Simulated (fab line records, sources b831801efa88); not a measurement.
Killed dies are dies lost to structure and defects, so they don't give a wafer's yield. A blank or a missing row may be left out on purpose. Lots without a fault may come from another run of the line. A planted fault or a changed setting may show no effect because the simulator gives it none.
Which tool did it? | flow gf180mcu | 14 lots, 42 wafers sampled, at 4 steps of a route of 602

WHAT THE GAUGES READ, wafer by wafer
GF_STI_BOW_MEAS_00.
lot  | measured    | on            | INCOMING_BOW (um)
L423 | day 1 10:00 | film_metro-01 | -1 -5 -3
L424 | day 1 15:01 | film_metro-03 | -3 -11 3
L426 | day 2 01:01 | film_metro-04 | 1 -3 -4
L427 | day 2 06:11 | film_metro-03 | -3 1 -5
L428 | day 2 11:01 | film_metro-01 | 4 -3 -11
L429 | day 2 16:00 | film_metro-04 | -2 3 -3
L430 | day 2 21:00 | film_metro-03 | -9 -12 2
L431 | day 3 02:02 | film_metro-03 | -4 10 -3
L432 | day 3 07:02 | film_metro-04 | -1 7 -4
L433 | day 3 12:02 | film_metro-01 | 6 -13 6
L434 | day 3 17:02 | film_metro-01 | 1 -4 10
L442 | day 5 09:00 | film_metro-04 | 6 -5 -3
L443 | day 5 14:00 | film_metro-04 | 4 -5 1
L445 | day 6 00:00 | film_metro-04 | -6 -11 0

GF_DNWELL_TW_MEAS_09.
lot  | measured    | on            | DNWELL_TW
L423 | day 2 19:03 | film_metro-01 | 1364 1356 1363
L424 | day 3 00:38 | film_metro-01 | 1353 1344 1348
L426 | day 3 11:14 | film_metro-01 | 1359 1358 1354
L427 | day 3 16:07 | film_metro-02 | 1357 1352 1346
L428 | day 3 21:01 | film_metro-02 | 1355 1353 1343
L429 | day 4 03:04 | film_metro-01 | 1354 1349 1354
L430 | day 4 12:16 | film_metro-01 | 1374 1367 1369
L431 | day 4 15:19 | film_metro-03 | 1358 1362 1361
L432 | day 4 19:47 | film_metro-02 | 1360 1371 1372
L433 | day 4 23:49 | film_metro-01 | 1359 1354 1353
L434 | day 5 04:04 | film_metro-02 | 1362 1365 1365
L442 | day 7 03:28 | film_metro-03 | 1518 1527 1515
L443 | day 7 05:01 | film_metro-03 | 1507 1511 1506
L445 | day 7 15:55 | film_metro-03 | 1364 1355 1356

GF_HV_LDD_CD_MEAS_31: target cd 400 nm.
lot  | measured     | on        | cd_nm (nm)
L423 | day 11 12:07 | cd_sem-01 | 396.2 397.0 396.0
L424 | day 11 22:29 | cd_sem-02 | 399.7 399.8 400.0
L426 | day 12 19:44 | cd_sem-02 | 397.4 399.3 395.8
L427 | day 13 00:49 | cd_sem-02 | 405.1 404.9 402.2
L428 | day 13 08:56 | cd_sem-02 | 401.0 401.1 399.7
L429 | day 13 15:25 | cd_sem-02 | 402.9 403.4 401.5
L430 | day 14 06:40 | cd_sem-02 | 399.7 397.6 399.2
L431 | day 14 11:06 | cd_sem-01 | 399.5 399.6 403.4
L432 | day 14 15:33 | cd_sem-01 | 398.9 400.3 398.7
L433 | day 15 02:40 | cd_sem-02 | 400.6 399.9 400.5
L434 | day 15 09:04 | cd_sem-01 | 399.2 399.9 400.7
L442 | day 18 06:13 | cd_sem-02 | 397.4 399.0 396.7
L443 | day 18 04:31 | cd_sem-01 | 402.9 402.0 403.2
L445 | day 18 19:04 | cd_sem-02 | 397.6 399.3 398.5

WHICH TOOL RAN EACH LOT (tool, then ch and the chambers of the sampled wafers, then the start)
lot  | GF_DNWELL_IMPLANT_07
L423 | implanter-04 ch 0, day 2 18:48
L424 | implanter-01 ch 0, day 3 00:23
L426 | implanter-01 ch 0, day 3 10:59
L427 | implanter-04 ch 0, day 3 15:52
L428 | implanter-01 ch 0, day 3 20:47
L429 | implanter-04 ch 0, day 4 02:49
L430 | implanter-04 ch 0, day 4 12:01
L431 | implanter-03 ch 0, day 4 15:06
L432 | implanter-01 ch 0, day 4 19:34
L433 | implanter-03 ch 0, day 4 23:25
L434 | implanter-01 ch 0, day 5 03:51
L442 | implanter-01 ch 0, day 7 03:13
L443 | implanter-01 ch 0, day 7 04:46
L445 | implanter-03 ch 0, day 7 15:40
- GF_DNWELL_IMPLANT_07

WHAT THE TOOLS THEMSELVES READ (means of the sampled wafers that have a number; where no wafer has one, the mark that the record gives instead)
GF_DNWELL_IMPLANT_07.
lot  | tool         | dose_ions_cm2 | faraday_current_uA
L423 | implanter-04 | 9.966e+12     | 57.1
L424 | implanter-01 | 1.000e+13     | 57.5
L426 | implanter-01 | 9.987e+12     | 55.9
L427 | implanter-04 | 9.996e+12     | 56.1
L428 | implanter-01 | 9.994e+12     | 56.1
L429 | implanter-04 | 9.988e+12     | 56.1
L430 | implanter-04 | 9.992e+12     | 56.4
L431 | implanter-03 | 1.002e+13     | 56.6
L432 | implanter-01 | 9.971e+12     | 56.9
L433 | implanter-03 | 1.001e+13     | 56.5
L434 | implanter-01 | 9.989e+12     | 56.8
L442 | implanter-01 | 1.422e+13     | 79.8
L443 | implanter-01 | 1.422e+13     | 79.9
L445 | implanter-03 | 9.989e+12     | 56.8

THE ANSWER, worked out from the rows above alone
Rule: what is usual is taken from the lots themselves. Put in order of their means at a reading, lots are off if they are a third of the lots or fewer, leave a main group of 4 or more, and stand apart from it by a gap of 3 or more times the standard deviation of the main group's means; of several such gaps the widest counts. A main group whose means are all the same, to the digits that the tables above print for the reading, isn't used. A lot without any number at a reading at which 4 lots or more have one is off too. The other lots that the step has rows for count as sound. The gauges are gone through in route order, then the tools' own readings, and for those a lot's mean is taken as printed above. The first step at which some lot is off is used, and at that step the reading that is off furthest; a lot without a number counts as furthest.
Off: L442, L443, at GF_DNWELL_TW_MEAS_09 (DNWELL_TW). The main group: mean 1358, standard deviation 6.6.
A tool fits if, at a process step before that reading, it ran every lot that is off, and no sound lot after the first of them. The gauges at GF_DNWELL_TW_MEAS_09 aren't tried: what is off there is off at GF_DNWELL_IMPLANT_07 too, on other tools, and a gauge's error can't cause that. One fits: implanter-01 at GF_DNWELL_IMPLANT_07. Its last sound lot is L434 (day 5 03:51), its first lot that is off L442 (day 7 03:13): a fault that began between those two fits.
The tool's own readings at GF_DNWELL_IMPLANT_07 bear it out: on the lots that are off they differ by more than 5 times the standard deviation of the sound lots' means. dose_ions_cm2 reads 1.422e+13 there against 9.992e+12 on the sound lots; faraday_current_uA reads 79.8 there against 56.6 on the sound lots.

WHAT THE SIMULATOR HAD PUT IN
Process parameter drift: implanter-01, from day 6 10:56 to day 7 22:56, at GF_DNWELL_IMPLANT_07. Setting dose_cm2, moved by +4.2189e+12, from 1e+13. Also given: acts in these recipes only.
Lots struck among those shown: L442, L443. The rule above found the same.
